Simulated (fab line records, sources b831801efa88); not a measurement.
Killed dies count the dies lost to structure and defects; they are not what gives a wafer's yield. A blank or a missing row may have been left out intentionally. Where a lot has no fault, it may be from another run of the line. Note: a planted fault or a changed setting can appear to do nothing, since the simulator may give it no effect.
A struck lot beside a sound one | flow sky130 | 14 out of 708 route steps
Sound: these wafers, L610.2, L610.3, L610.6. Wafers struck: L627.2, L627.3, L627.6. At the end, the cause is stated.
Per side, at each step with rows, come the tool, then ch with its chambers, and then its first start. Under that, the readings that differ: sound wafers | struck wafers | difference of the means | sigmas: that difference in standard deviations of wafers without a fault.
alike: readings with means less than 2 such deviations apart, plus words and numbers identical on both sides. not compared: withheld readings, readings lacking a value on some wafer, bounds such as >300 that could conceal the same value, and numbers that have no deviation in the record and whose values overlap.
A row with sigmas, a row that says differs or no value, or rows on one side alone: a step with any of these is where the two part. Non-overlapping numbers with no deviation appear without sigmas and do not part them. A reading that every wafer of one side lacks parts them only if that side has two wafers or more.

first, 4 steps without rows for these wafers: SKY_VIA1_SOFTBAKE_08 (time 90 s); SKY_VIA1_EXPOSE_09 (exposes mask VIM, target cd 150 nm); SKY_VIA1_PEB_10; SKY_VIA1_DEVELOP_11 (develop time 60 s).
SKY_VIA1_CD_MEAS_12: the cd target is 150 nm.
  sound on cd sem-01 at day 36 05:16; struck on cd sem-02 at day 39 20:13
  alike: cd nm
SKY_VIA1_OVL_MEAS_13:
  sound on overlay-02 at day 36 05:22; struck on overlay-02 at day 39 20:20
  reading       | sound    | struck | difference | sigmas
  VIA1_OVL (nm) | -4 -8 -7 | 7 12 3 | +14        | +3
SKY_VIA1_ETCH_14: etches BARC in N2/H2, stops on SiO2, time 45.9 s, target depth 60 nm.
  sound on rie diel-01 ch 1,3, day 36 05:24; struck on rie diel-01 ch 0,1,3, day 39 20:22
  alike: drypump motor current A, oes product au, throttle valve pct
  not compared: rf hours counter h
SKY_VIA1_ETCH_15: etches SiO2 in C4F8/O2/Ar, stops on TiN, target depth 351 nm, time 54 s.
  sound on rie diel-01 ch 1,3, day 36 05:26; struck on rie diel-01 ch 0,1,3, day 39 20:24
  alike: oes product au
  not compared: rf hours counter h
SKY_VIA1_STRIP_16: strips in O2/N2.
  sound on plasma asher-03 ch 1, day 36 05:29; struck on plasma asher-02 ch 0,1, day 39 20:27
  alike: drypump motor current A, o2 flow sccm, oes product au, strip time to endpoint s
  not compared: rf hours counter h
then, 3 steps without rows for these wafers: SKY_VIA1_STRIP_17 (strips in post etch residue remover, time 1200 s); SKY_VIA1_CLEAN_18 (cleans in IPA, time 180 s); SKY_VIA1_CLEAN_19 (cleans in O3/DIW).
SKY_VIA1_SPUTTER_20: material TiN, target thk 20 nm, time 80 s.
  sound on pvd sputter-03 at day 36 06:05; struck on pvd sputter-04 at day 39 21:02
  reading                                  | sound             | struck            | difference | sigmas
  model.TiN_of_VIA1_SPUTTER_20.thk nm (nm) | 19.79 19.73 19.84 | 30.16 30.32 30.29 | +10.47     |
  alike: cathode dc power W, throttle valve pct
SKY_VIA1_CVD_21: deposits W, target thk 270 nm, time 80.902 s.
  sound on cvd w-02 ch 0,1, day 36 06:08; struck on cvd w-01 ch 1, day 39 21:06
  alike: chamber pressure Torr, heater power w

## WHERE THEY PART
Only at SKY_VIA1_OVL_MEAS_13, as far as this record shows. Later steps at which nothing parts them and some readings are alike: SKY_VIA1_ETCH_14, SKY_VIA1_ETCH_15, SKY_VIA1_STRIP_16, SKY_VIA1_SPUTTER_20, SKY_VIA1_CVD_21.

WHY: whatever the simulator had introduced
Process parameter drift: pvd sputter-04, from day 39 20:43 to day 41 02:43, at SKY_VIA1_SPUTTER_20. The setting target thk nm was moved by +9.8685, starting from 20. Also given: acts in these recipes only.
